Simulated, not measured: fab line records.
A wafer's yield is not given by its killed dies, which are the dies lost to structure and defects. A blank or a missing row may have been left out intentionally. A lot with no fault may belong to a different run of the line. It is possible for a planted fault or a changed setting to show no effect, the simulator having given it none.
Shared-tool check | flow gf180mcu | 15 lots, 45 wafers sampled

REASON IT WAS OPENED
3 of 15 lots carry a flag on the reading MIM_ALCU_THK at GF_MIM_THK_MEAS_11. No-fault wafers: 197.8 nm, standard deviation 2.6.
Rule: a lot is flagged in two cases, either no wafer of it has a number, or all its wafers with numbers fall more than 4 standard deviations from that mean. The rest of the lots are taken to be sound.

lot  | measured     | on            | MIM_ALCU_THK (nm), wafer by wafer | flag
L298 | day 24 15:25 | film-metro-02 | 196.1 197.8 193.9                 |
L299 | day 25 04:32 | film-metro-04 | 197.2 198.9 204.1                 |
L300 | day 25 21:26 | film-metro-03 | 197.8 200.9 201.8                 |
L301 | day 26 00:49 | film-metro-03 | 196.7 198.6 196.6                 |
L302 | day 26 09:23 | film-metro-04 | 193.5 199.4 195.4                 |
L304 | day 27 00:38 | film-metro-04 | 203.5 200.5 201.7                 |
L305 | day 27 04:45 | film-metro-03 | 198.6 197.6 196.9                 |
L306 | day 27 08:35 | film-metro-02 | 212.3 212.5 216.7                 | FLAGGED
L307 | day 27 18:58 | film-metro-04 | 209.0 212.0 214.3                 | FLAGGED
L308 | day 28 09:01 | film-metro-02 | 210.3 208.6 208.4                 | FLAGGED
L310 | day 28 18:11 | film-metro-02 | 198.5 196.6 197.6                 |
L316 | day 30 07:50 | film-metro-03 | 197.2 198.4 198.6                 |
L318 | day 30 22:23 | film-metro-03 | 200.7 201.8 196.8                 |
L319 | day 30 23:49 | film-metro-03 | 199.1 198.6 199.0                 |
L320 | day 31 08:22 | film-metro-02 | 197.2 194.1 195.7                 |
On average the flagged lots' numbers are 211.6 nm, which is +13.8 nm against the usual, or +5 standard deviations.

WHICH TOOL EACH LOT WENT THROUGH
Before the reading, the record contains 3 process steps out of a 602-step route. Every cell lists first the tool, next ch and the chambers used by the sampled wafers, and last the start.
lot  | flag    | GF_V4_CMP_26                  | GF_MIM_SPUTTER_04            | GF_MIM_SPUTTER_09
L298 |         | cmp-02 ch 1,2,3, day 24 14:39 | pvd-sputter-02, day 24 15:02 | pvd-sputter-03, day 24 15:14
L299 |         | cmp-02 ch 1,3, day 25 03:41   | pvd-sputter-04, day 25 04:10 | pvd-sputter-03, day 25 04:23
L300 |         | cmp-02 ch 1,2, day 25 20:36   | pvd-sputter-04, day 25 21:02 | pvd-sputter-03, day 25 21:15
L301 |         | cmp-01 ch 0,1,3, day 25 23:59 | pvd-sputter-03, day 26 00:28 | pvd-sputter-04, day 26 00:40
L302 |         | cmp-02 ch 0,2, day 26 08:31   | pvd-sputter-02, day 26 09:00 | pvd-sputter-03, day 26 09:13
L304 |         | cmp-01 ch 0,2, day 26 23:51   | pvd-sputter-03, day 27 00:17 | pvd-sputter-03, day 27 00:29
L305 |         | cmp-02 ch 0,1,2, day 27 03:58 | pvd-sputter-02, day 27 04:24 | pvd-sputter-04, day 27 04:36
L306 | FLAGGED | cmp-01 ch 2,3, day 27 07:46   | pvd-sputter-04, day 27 08:14 | pvd-sputter-03, day 27 08:26
L307 | FLAGGED | cmp-02 ch 0,1,3, day 27 18:14 | pvd-sputter-04, day 27 18:37 | pvd-sputter-03, day 27 18:49
L308 | FLAGGED | cmp-02 ch 0,1,3, day 28 08:16 | pvd-sputter-03, day 28 08:38 | pvd-sputter-04, day 28 08:50
L310 |         | cmp-01 ch 0,3, day 28 17:23   | pvd-sputter-02, day 28 17:49 | pvd-sputter-04, day 28 18:01
L316 |         | cmp-01 ch 1,3, day 30 07:03   | pvd-sputter-04, day 30 07:29 | pvd-sputter-02, day 30 07:41
L318 |         | cmp-02 ch 1,3, day 30 21:32   | pvd-sputter-02, day 30 22:01 | pvd-sputter-03, day 30 22:13
L319 |         | cmp-01 ch 0,1, day 30 22:57   | pvd-sputter-02, day 30 23:26 | pvd-sputter-04, day 30 23:39
L320 |         | cmp-02 ch 0,2,3, day 31 07:34 | pvd-sputter-04, day 31 08:00 | pvd-sputter-02, day 31 08:12
What is done by these steps:
- GF_V4_CMP_26: polishes, stops on SiO2, t overpolish 15 s, target thk 0 nm.
- GF_MIM_SPUTTER_04: material TiN, target thk 50 nm, time 41.7 s.
- GF_MIM_SPUTTER_09: material TiN, target thk 35 nm, time 29.2 s.
- GF_MIM_THK_MEAS_11: measures by xrf.

FLAGGED OVER TOTAL, TOOL BY TOOL (the gauges that took the reading come last)
step               | tool           | lots run | flagged | share of the flagged lots | sound lots run after its first flagged lot
GF_V4_CMP_26       | cmp-01         | 6        | 1       | some                      | 3 (L310,L316,L319)
GF_V4_CMP_26       | cmp-02         | 9        | 2       | some                      | 2 (L318,L320)
GF_MIM_SPUTTER_04  | pvd-sputter-02 | 6        | 0       | none                      | -
GF_MIM_SPUTTER_04  | pvd-sputter-03 | 3        | 1       | some                      | 0
GF_MIM_SPUTTER_04  | pvd-sputter-04 | 6        | 2       | some                      | 2 (L316,L320)
GF_MIM_SPUTTER_09  | pvd-sputter-02 | 2        | 0       | none                      | -
GF_MIM_SPUTTER_09  | pvd-sputter-03 | 8        | 2       | some                      | 1 (L318)
GF_MIM_SPUTTER_09  | pvd-sputter-04 | 5        | 1       | some                      | 2 (L310,L319)
GF_MIM_THK_MEAS_11 | film-metro-02  | 5        | 2       | some                      | 2 (L310,L320)
GF_MIM_THK_MEAS_11 | film-metro-03  | 6        | 0       | none                      | -
GF_MIM_THK_MEAS_11 | film-metro-04  | 4        | 1       | some                      | 0

WHAT THE TABLE ALLOWS
No row of the table ran every flagged lot.

WHAT WAS PUT IN BY THE SIMULATOR
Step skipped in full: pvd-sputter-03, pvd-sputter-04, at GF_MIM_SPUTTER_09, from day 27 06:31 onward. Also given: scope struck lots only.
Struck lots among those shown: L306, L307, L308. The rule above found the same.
